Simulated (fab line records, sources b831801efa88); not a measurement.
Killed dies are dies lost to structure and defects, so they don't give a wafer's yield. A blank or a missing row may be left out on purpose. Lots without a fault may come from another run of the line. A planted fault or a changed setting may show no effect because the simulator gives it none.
Which tool did it? | flow gf180mcu | 12 lots, 36 wafers sampled, at 5 steps of a route of 602

WHAT THE GAUGES READ, wafer by wafer
GF_M1_THK_MEAS_06: measures by xrf.
lot  | measured     | on            | M1_ALCU_THK (nm)
L201 | day 16 22:52 | film_metro-01 | 448 452 452
L204 | day 17 15:41 | film_metro-02 | 462 456 455
L205 | day 17 21:43 | film_metro-03 | 450 455 454
L207 | day 18 20:58 | film_metro-03 | 449 447 446
L208 | day 18 21:41 | film_metro-01 | 443 449 449
L210 | day 19 09:08 | film_metro-02 | 471 471 472
L211 | day 19 21:07 | film_metro-01 | 470 468 470
L216 | day 21 23:10 | film_metro-01 | 447 448 454
L218 | day 22 13:53 | film_metro-02 | 455 451 456
L219 | day 23 03:41 | film_metro-01 | 459 461 458
L221 | day 23 09:20 | film_metro-03 | 450 460 452
L222 | day 23 22:49 | film_metro-03 | 449 455 452

WHICH TOOL RAN EACH LOT (tool, then ch and the chambers of the sampled wafers, then the start)
lot  | GF_SAB_ETCH_11                     | GF_SALICIDE_RTA_08               | GF_M1_SPUTTER_01             | GF_M1_SPUTTER_04
L201 | rie_diel-02 ch 0,3, day 15 19:57   | rtp_anneal-02 ch 0, day 15 20:46 | pvd_sputter-01, day 16 22:37 | pvd_sputter-01, day 16 22:41
L204 | rie_diel-04 ch 0,2,3, day 16 13:33 | rtp_anneal-02 ch 0, day 16 14:23 | pvd_sputter-03, day 17 15:26 | pvd_sputter-03, day 17 15:31
L205 | rie_diel-04 ch 1,2,3, day 16 20:06 | rtp_anneal-01 ch 0, day 16 20:53 | pvd_sputter-01, day 17 21:28 | pvd_sputter-01, day 17 21:32
L207 | rie_diel-02 ch 0,2,3, day 17 17:20 | rtp_anneal-01 ch 0, day 17 18:05 | pvd_sputter-03, day 18 20:43 | pvd_sputter-03, day 18 20:48
L208 | rie_diel-04 ch 0,2,3, day 17 18:03 | rtp_anneal-02 ch 0, day 17 18:49 | pvd_sputter-01, day 18 21:27 | pvd_sputter-01, day 18 21:32
L210 | rie_diel-04 ch 1,3, day 18 06:00   | rtp_anneal-02 ch 0, day 18 06:47 | pvd_sputter-03, day 19 08:53 | pvd_sputter-03, day 19 08:58
L211 | rie_diel-04 ch 0,1,3, day 18 18:53 | rtp_anneal-02 ch 0, day 18 19:38 | pvd_sputter-03, day 19 20:52 | pvd_sputter-03, day 19 20:57
L216 | rie_diel-04 ch 0,3, day 20 19:38   | rtp_anneal-01 ch 0, day 20 20:35 | pvd_sputter-01, day 21 22:53 | pvd_sputter-01, day 21 22:58
L218 | rie_diel-02 ch 0,2, day 21 11:23   | rtp_anneal-02 ch 0, day 21 12:09 | pvd_sputter-04, day 22 13:38 | pvd_sputter-04, day 22 13:43
L219 | rie_diel-03 ch 2,3, day 22 00:50   | rtp_anneal-01 ch 0, day 22 01:35 | pvd_sputter-03, day 23 03:27 | pvd_sputter-03, day 23 03:32
L221 | rie_diel-03 ch 0,2,3, day 22 06:14 | rtp_anneal-02 ch 0, day 22 06:59 | pvd_sputter-04, day 23 09:05 | pvd_sputter-04, day 23 09:10
L222 | rie_diel-04 ch 1,3, day 22 20:08   | rtp_anneal-02 ch 0, day 22 20:56 | pvd_sputter-03, day 23 22:34 | pvd_sputter-03, day 23 22:39
- GF_SAB_ETCH_11: etches SiO2 in C4F8/O2/Ar, target depth 55 nm, time 8.5 s.
- GF_SALICIDE_RTA_08: time 30 s.
- GF_M1_SPUTTER_01: material TiN, target thk 30 nm, time 25 s.
- GF_M1_SPUTTER_04: material TiN, target thk 50 nm, time 41.7 s.

WHAT THE TOOLS THEMSELVES READ (means of the sampled wafers that have a number; where no wafer has one, the mark that the record gives instead)
GF_SAB_ETCH_11.
lot  | tool        | oes_product_au (a.u.)
L201 | rie_diel-02 | 0.992
L204 | rie_diel-04 | 0.992
L205 | rie_diel-04 | 0.989
L207 | rie_diel-02 | 0.992
L208 | rie_diel-04 | 0.995
L210 | rie_diel-04 | 0.997
L211 | rie_diel-04 | 1.002
L216 | rie_diel-04 | 1.004
L218 | rie_diel-02 | 1.001
L219 | rie_diel-03 | 1.007
L221 | rie_diel-03 | 1.007
L222 | rie_diel-04 | 0.998

GF_SALICIDE_RTA_08.
lot  | tool          | lamp_power_pct (%) | wafer_temp_C_max
L201 | rtp_anneal-02 | 14.5               | 802.9
L204 | rtp_anneal-02 | 14.5               | 802.5
L205 | rtp_anneal-01 | 20.3               | 802.4
L207 | rtp_anneal-01 | 20.2               | 802.3
L208 | rtp_anneal-02 | 14.5               | 802.4
L210 | rtp_anneal-02 | 14.5               | 803.3
L211 | rtp_anneal-02 | 14.5               | 803.0
L216 | rtp_anneal-01 | 20.2               | 802.2
L218 | rtp_anneal-02 | 14.5               | 803.5
L219 | rtp_anneal-01 | 20.3               | 802.8
L221 | rtp_anneal-02 | 14.5               | 803.4
L222 | rtp_anneal-02 | 14.5               | 803.3

GF_M1_SPUTTER_01.
lot  | tool           | throttle_valve_pct (%)
L201 | pvd_sputter-01 | 30.5
L204 | pvd_sputter-03 | 30.8
L205 | pvd_sputter-01 | 30.6
L207 | pvd_sputter-03 | 30.6
L208 | pvd_sputter-01 | 30.3
L210 | pvd_sputter-03 | 30.7
L211 | pvd_sputter-03 | 31.0
L216 | pvd_sputter-01 | 30.3
L218 | pvd_sputter-04 | 29.9
L219 | pvd_sputter-03 | 30.7
L221 | pvd_sputter-04 | 30.0
L222 | pvd_sputter-03 | 30.6

GF_M1_SPUTTER_04.
lot  | tool           | throttle_valve_pct (%)
L201 | pvd_sputter-01 | 30.5
L204 | pvd_sputter-03 | 30.7
L205 | pvd_sputter-01 | 30.5
L207 | pvd_sputter-03 | 30.5
L208 | pvd_sputter-01 | 30.6
L210 | pvd_sputter-03 | 30.7
L211 | pvd_sputter-03 | 31.0
L216 | pvd_sputter-01 | 30.5
L218 | pvd_sputter-04 | 29.9
L219 | pvd_sputter-03 | 30.6
L221 | pvd_sputter-04 | 30.1
L222 | pvd_sputter-03 | 30.5

THE ANSWER, worked out from the rows above alone
Rule: what is usual is taken from the lots themselves. Put in order of their means at a reading, lots are off if they are a third of the lots or fewer, leave a main group of 4 or more, and stand apart from it by a gap of 3 or more times the standard deviation of the main group's means; of several such gaps the widest counts. A main group whose means are all the same, to the digits that the tables above print for the reading, isn't used. A lot without any number at a reading at which 4 lots or more have one is off too. The other lots that the step has rows for count as sound. The gauges are gone through in route order, then the tools' own readings, and for those a lot's mean is taken as printed above. The first step at which some lot is off is used, and at that step the reading that is off furthest; a lot without a number counts as furthest.
No lot is off at any reading shown: from this, nothing can be told.

WHAT THE SIMULATOR HAD PUT IN
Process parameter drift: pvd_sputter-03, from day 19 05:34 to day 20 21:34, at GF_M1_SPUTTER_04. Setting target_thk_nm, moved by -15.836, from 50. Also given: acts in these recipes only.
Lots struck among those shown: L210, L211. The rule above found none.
